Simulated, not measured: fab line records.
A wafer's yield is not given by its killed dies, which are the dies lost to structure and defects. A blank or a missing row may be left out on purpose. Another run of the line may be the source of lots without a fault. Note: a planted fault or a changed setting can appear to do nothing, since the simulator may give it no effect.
What tool caused it? / flow sky130 / 6 lots, 18 wafers sampled, at 1 step of a route of 708

## WHAT THE GAUGES READ, wafer by wafer
SKY_VIA1_BOW_MEAS_03.
lot=L331; measured=day 32 23:50; on=film-metro-03; VIA1_BOW (um)=81 71 72
lot=L335; measured=day 34 17:55; on=film-metro-04; VIA1_BOW (um)=89 77 96
lot=L346; measured=day 37 23:55; on=film-metro-02; VIA1_BOW (um)=82 82 70
lot=L348; measured=day 38 21:02; on=film-metro-04; VIA1_BOW (um)=80 81 65
lot=L351; measured=day 39 08:21; on=film-metro-04; VIA1_BOW (um)=72 79 80
lot=L352; measured=day 39 15:01; on=film-metro-02; VIA1_BOW (um)=79 74 79

## WHICH TOOL RAN EACH LOT (tool, then ch and the chambers of the sampled wafers, then the start)
The record holds no process step before these readings.

## THE ANSWER, worked out from the rows above alone
Rule: usual is defined by the lots themselves. The widest of any qualifying gaps counts: lots, ordered by their means at a reading, are off when they make up no more than a third of the lots, leave a main group of 4 or more, and stand apart from it by 3 or more times the standard deviation of that group's means. Not used: any main group whose means are identical at the precision the tables above print for the reading. Also off: a lot with no number at a reading for which 4 or more lots have one. Where the step has rows for the other lots, those lots are counted as sound.
Off: L335, at SKY_VIA1_BOW_MEAS_03 (VIA1_BOW). Mean 76 um and standard deviation 1.3 in the main group.
A tool fits if, at a process step before that reading, it ran every lot that is off, and no sound lot after the first of them. The gauges at SKY_VIA1_BOW_MEAS_03 are tried like those tools. No candidate that was tried fits.

## WHAT THE SIMULATOR HAD INSERTED
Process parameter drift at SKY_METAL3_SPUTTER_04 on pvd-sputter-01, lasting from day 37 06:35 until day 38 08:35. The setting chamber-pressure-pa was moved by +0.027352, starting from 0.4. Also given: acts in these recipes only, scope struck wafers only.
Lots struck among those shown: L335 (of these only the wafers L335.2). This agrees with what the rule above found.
